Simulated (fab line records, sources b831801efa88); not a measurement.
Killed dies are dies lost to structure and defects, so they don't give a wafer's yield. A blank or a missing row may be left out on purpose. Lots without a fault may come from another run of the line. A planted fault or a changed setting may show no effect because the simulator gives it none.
fab line records | flow sky130 | part 2 of 2: steps 44 to 44 of 44
record lots=7 wafers=18 last_day=50
route steps=708 shown VIA2@525 METAL3@532 CAPM@537 PAD_OPEN@708
lots that met no fault: from a run of the same line without faults
start_h: hours from the record's first day to the start of the lot's first wafer shown | wait_h: hours since the lot's step before | " the same as in the row above | L1.1+2: a row that stands for several wafers | - no value, or no start given | * or withheld: withheld | < > ~ a bound
route shown NAME@n: a module of which the file shows steps, and the number in the route of the first | usual: mean/standard deviation of fault-free wafers | same: alike in all rows | chamber/n: place in a boat | sites: the reading at each site | _std_site: their standard deviation | _edge_site: outer sites' mean less inner sites' | radius_mm: how far each site lies from the wafer's centre | mask NAME#n: copy n | behind: the tool/chamber that last shaped the wafer | hold: why the lot was held/for how many hours/how that ended | device: the transistor (n, p or np) that didn't switch | end of line: the same wafers' tests at the end of the route | a step without rows: its recipe alone | killed: dies lost to structure and defects at the first sort, not the wafer's yield | map: a wafer's dies, x killed, . not, _ none there
set.NAME: the setting as run; set.NAME@STEP: as run at that earlier step | model.NAME: the simulator's own value behind a step, which no gauge read
lots at some steps of the route; a table a step, a row a wafer
services: from which hour (start_h, from the record's first day; less than 0 if before it) a tool's chamber was out of use, for how many hours, and why
## steps
# step SKY_PAD_OPEN_PROBE_99
# usual defect_limited_yield=82.7/2.1 killed_at_M0_to_M3=43/7.2 killed_at_M4_up=3.3/1.8 killed_at_contacts=23/5.5 killed_at_front_end=16/5.1 killed_at_other=0.4/0.65 killed_dies=85/10 killed_open=46/7.1 killed_short=38/7.2
# same gross_dies=492 killed_at_back_side=0
# columns lot.wafer tool chamber start_h wait_h defect_limited_yield[%] killed_at_M0_to_M3 killed_at_M4_up killed_at_contacts killed_at_front_end killed_at_other killed_dies killed_open killed_short model.etest.tester.sort_n_pass model.etest.tester.sort_yield_pct model.etest.tester.sort_bin_5_pct model.etest.tester.sort_bin_3_pct model.etest.cap_mim.bv_v model.etest.met3_comb.leak_log10_a_um model.etest.cap_mim.leak_log10_a_cm2 model.etest.cap_mim.c_ff_um2
L760.3 prober-01 - 1111.67 0.2 82.7 43 3 24 15 0 85 42 41 407 82.72 10.37 1.829 14.98 -11.76 -8.885 2.298
L760.5 prober-01 - 1111.77 0.2 82.5 42 3 23 18 0 86 53 33 406 82.52 10.57 0.4065 13.85 -12.01 -9.09 2.314
L760.6 prober-01 - 1111.82 0.2 86.2 28 1 26 13 0 68 40 27 424 86.18 9.146 1.016 14.28 -12.03 -8.921 2.336
L765.2 prober-02 - 1142.86 0.1 81.1 51 7 20 13 2 93 45 48 399 81.1 11.38 1.423 13.55 -11.8 -8.944 2.369
L765.3 prober-02 - 1142.91 0.2 85.6 37 4 20 9 1 71 37 34 421 85.57 9.553 0.4065 13.9 -11.98 -9.021 2.357
L765.6 prober-02 - 1143.06 0.2 83.7 33 4 23 20 0 80 42 38 412 83.74 9.553 0.2033 13.73 -11.99 -8.959 2.329
L771.2 prober-02 - 1166.45 0.1 84.3 40 4 20 13 0 77 38 39 415 84.35 9.959 1.016 13.35 -11.95 -8.926 2.408
L771.4 prober-02 - 1166.55 0.2 86.6 34 5 19 8 0 66 41 25 0 0 47.98 47.55 - - - -
L773.3 prober-02 - 1183.15 0.2 82.3 49 3 23 12 0 87 47 39 0 0 62.18 31.32 22.45 -7.058 -10.31 1.464
L773.6 prober-02 - 1183.30 0.2 86.8 39 2 15 9 0 65 39 26 427 86.79 7.114 0.4065 13.52 -12 -9.082 2.361
L774.2 prober-02 - 1189.40 0.1 81.9 50 2 21 16 0 89 56 32 403 81.91 8.943 0.813 14.16 -11.91 -8.722 2.326
L774.4 prober-02 - 1189.50 0.2 84.6 34 2 21 19 0 76 47 27 0 0 71.1 23.41 22.91 -7.819 -10.55 1.456
L776.3 prober-01 - 1191.86 0.2 82.5 34 4 31 17 0 86 38 48 406 82.52 9.959 1.016 13.42 -11.91 -8.858 2.336
L776.4 prober-01 - 1191.91 0.2 83.9 26 1 38 14 0 79 47 32 413 83.94 8.943 0.6098 13.58 -12.22 -8.948 2.313
L776.6 prober-01 - 1192.01 0.2 80.7 47 3 28 17 0 95 48 47 397 80.69 11.59 0.813 14.21 -11.81 -8.786 2.302
L777.1 prober-02 - 1193.13 0.1 80.3 47 2 19 29 0 97 47 49 395 80.28 10.98 0.6098 13.93 -11.97 -8.925 2.382
L777.4 prober-02 - 1193.28 0.2 83.5 42 3 25 11 0 81 44 37 411 83.54 9.756 0.4065 14.08 -11.9 -8.842 2.319
L777.6 prober-02 - 1193.38 0.2 87.0 37 1 16 10 0 64 38 25 428 86.99 7.317 0.4065 13.74 -11.77 -8.671 2.353
# killed by level:class
L760.3 METAL2:geometric_particle:short=9 CONTACT:geometric_particle:open=8 LI_CONTACT:geometric_particle:open=7 VIA3:geometric_particle:open=6 VIA2:geometric_particle:short=5 METAL1:geometric_particle:short=5 FIELD_ISO:geometric_particle:open=4 POLY_GATE:geometric_particle:open=4
L760.5 CONTACT:geometric_particle:open=11 VIA1:geometric_particle:open=11 VIA3:geometric_particle:open=7 POLY_GATE:geometric_particle:short=6 POLY_GATE:geometric_particle:open=6 LI_CONTACT:geometric_particle:open=6 VIA1:geometric_particle:short=5 VIA2:geometric_particle:open=4
L760.6 CONTACT:geometric_particle:open=11 VIA1:geometric_particle:open=7 LOCAL_INTERCONNECT:geometric_particle:short=5 METAL1:geometric_particle:short=5 VIA2:geometric_particle:open=5 FIELD_ISO:geometric_particle:open=4 LI_CONTACT:geometric_particle:open=4 LI_CONTACT:geometric_particle:short=4
L765.2 VIA1:geometric_particle:open=11 METAL1:geometric_particle:short=7 VIA3:geometric_particle:open=7 METAL4:geometric_particle:short=6 LI_CONTACT:geometric_particle:open=6 FIELD_ISO:geometric_particle:open=5 VIA1:geometric_particle:short=5 METAL2:geometric_particle:short=5
L765.3 VIA1:geometric_particle:open=9 CONTACT:geometric_particle:open=6 LI_CONTACT:geometric_particle:open=5 CONTACT:geometric_particle:short=5 METAL2:geometric_particle:short=5 VIA2:geometric_particle:open=5 LOCAL_INTERCONNECT:geometric_particle:short=4 METAL1:geometric_particle:short=4
L765.6 CONTACT:geometric_particle:open=10 VIA1:geometric_particle:open=8 FIELD_ISO:geometric_particle:open=7 METAL1:geometric_particle:short=7 LI_CONTACT:geometric_particle:open=6 POLY_GATE:geometric_particle:short=5 VIA3:geometric_particle:short=5 METAL4:geometric_particle:short=4
L771.2 FIELD_ISO:geometric_particle:open=8 VIA1:geometric_particle:open=8 LOCAL_INTERCONNECT:geometric_particle:short=7 VIA3:geometric_particle:open=7 METAL1:geometric_particle:short=6 VIA1:geometric_particle:short=6 LI_CONTACT:geometric_particle:open=5 CONTACT:geometric_particle:short=5
L771.4 CONTACT:geometric_particle:open=8 VIA3:geometric_particle:open=7 VIA1:geometric_particle:open=7 LI_CONTACT:geometric_particle:short=4 VIA2:geometric_particle:open=4 METAL1:geometric_particle:short=4 FIELD_ISO:geometric_particle:open=3 LI_CONTACT:geometric_particle:open=3
L773.3 VIA1:geometric_particle:open=19 METAL1:geometric_particle:short=9 CONTACT:geometric_particle:short=9 VIA3:geometric_particle:open=7 LI_CONTACT:geometric_particle:open=5 CONTACT:geometric_particle:open=5 FIELD_ISO:geometric_particle:short=4 POLY_GATE:geometric_particle:open=4
L773.6 VIA1:geometric_particle:open=10 VIA2:geometric_particle:open=8 VIA3:geometric_particle:open=8 CONTACT:geometric_particle:open=5 POLY_GATE:geometric_particle:short=4 CONTACT:geometric_particle:short=4 METAL1:geometric_particle:short=4 VIA1:geometric_particle:short=4
L774.2 VIA1:geometric_particle:open=16 CONTACT:geometric_particle:open=8 VIA3:geometric_particle:open=8 VIA2:geometric_particle:open=7 POLY_GATE:geometric_particle:open=5 LI_CONTACT:geometric_particle:open=5 LOCAL_INTERCONNECT:geometric_particle:short=4 METAL1:geometric_particle:short=4
L774.4 VIA1:geometric_particle:open=15 CONTACT:geometric_particle:open=7 LI_CONTACT:geometric_particle:open=6 FIELD_ISO:geometric_particle:open=5 LOCAL_INTERCONNECT:geometric_particle:short=5 VIA2:geometric_particle:open=5 FIELD_ISO:geometric_particle:short=3 SPACER:geometric_particle:open=3
L776.3 CONTACT:geometric_particle:open=10 LI_CONTACT:geometric_particle:short=7 VIA3:geometric_particle:open=7 CONTACT:geometric_particle:short=6 METAL2:geometric_particle:short=6 POLY_GATE:geometric_particle:short=5 VIA1:geometric_particle:open=5 POLY_GATE:geometric_particle:open=4
L776.4 CONTACT:geometric_particle:open=15 LI_CONTACT:geometric_particle:open=12 POLY_GATE:geometric_particle:short=6 LOCAL_INTERCONNECT:geometric_particle:short=5 VIA1:geometric_particle:open=4 VIA1:geometric_particle:short=4 METAL2:geometric_particle:short=4 POLY_GATE:geometric_particle:open=3
L776.6 CONTACT:geometric_particle:open=10 VIA1:geometric_particle:open=10 METAL1:geometric_particle:short=9 POLY_GATE:geometric_particle:open=7 LI_CONTACT:geometric_particle:open=7 FIELD_ISO:geometric_particle:short=4 LI_CONTACT:geometric_particle:short=4 VIA3:geometric_particle:short=4
L777.1 FIELD_ISO:geometric_particle:short=10 METAL1:geometric_particle:short=8 FIELD_ISO:geometric_particle:open=7 CONTACT:geometric_particle:open=7 VIA1:geometric_particle:open=7 VIA2:geometric_particle:open=6 LOCAL_INTERCONNECT:geometric_particle:short=5 VIA1:geometric_particle:short=5
L777.4 CONTACT:geometric_particle:open=7 LI_CONTACT:geometric_particle:open=7 VIA1:geometric_particle:open=7 VIA2:geometric_particle:open=6 VIA3:geometric_particle:open=5 LOCAL_INTERCONNECT:geometric_particle:short=5 VIA3:geometric_particle:short=5 METAL1:geometric_particle:short=5
L777.6 VIA1:geometric_particle:open=11 CONTACT:geometric_particle:open=8 METAL1:geometric_particle:short=7 VIA2:geometric_particle:short=5 VIA2:geometric_particle:open=4 POLY_GATE:geometric_particle:open=3 LOCAL_INTERCONNECT:geometric_particle:short=3 CONTACT:geometric_particle:short=3
## services
# columns tool chamber start_h hours kind
rie_diel-03 1 874.19 2.0 repair
pvd_sputter-02 - 874.80 1.0 repair
cmp-01 - 907.10 2.2 repair
cmp-02 - 912.00 4.0 pm
pvd_sputter-03 - 915.60 8.7 repair
pvd_sputter-01 - 937.51 8.1 repair
pvd_sputter-02 - 951.32 1.3 repair
rie_diel-03 - 954.90 4.3 pm
cmp-01 - 959.84 1.6 repair
cmp-02 - 970.62 6.7 pm
rie_metal-01 - 974.44 0.9 repair
pvd_sputter-02 - 977.32 1.8 repair
pecvd-02 - 978.97 0.8 repair
pecvd-02 0 983.48 12.0 repair
pvd_sputter-02 - 984.78 7.2 repair
rie_diel-02 1 989.79 102.6 repair
rie_diel-03 1 994.32 2.9 repair
rie_diel-02 0 999.88 15.1 repair
rie_diel-03 - 1006.03 2.8 pm
cmp-01 - 1013.02 4.7 pm
pecvd-02 2 1018.02 25.4 repair
rie_diel-02 - 1023.47 2.8 pm
pvd_sputter-02 - 1045.52 4.3 repair
pecvd-02 - 1049.04 2.8 pm
## key
first_sign step=SKY_CAPM_THK_MEAS_01 reading=CAPM_CVD_00_THK direction=up sigmas=45 usual=15.50 struck=24.94
effect step=SKY_METAL3_ETCH_17 reading=oes_product_au direction=up sigmas=32 usual=0.754 struck=0.973
model_effect step=SKY_CAPM_CVD_00 value=SiO2_of_CAPM_CVD_00.thk_nm without=15.44 struck=24.95
model_effect step=SKY_METAL3_ETCH_17 value=etch.depth_nm without=15.44 struck=24.93
model_effect step=SKY_PAD_OPEN_PROBE_99 value=etest.tester.sort_n_pass without=415.7 struck=0
met_at SKY_CAPM_CVD_00
struck_wafers L771.4,L773.3,L774.4
onset_between 896.73 968.13
fault kind=process_parameter_drift tool=pecvd-02 chamber=- onset_h=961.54 steps=SKY_CAPM_CVD_00 channel=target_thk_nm offset=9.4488 shape=step end_h=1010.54 scope=struck_wafers_only acts_in=these_recipes_only stated=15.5
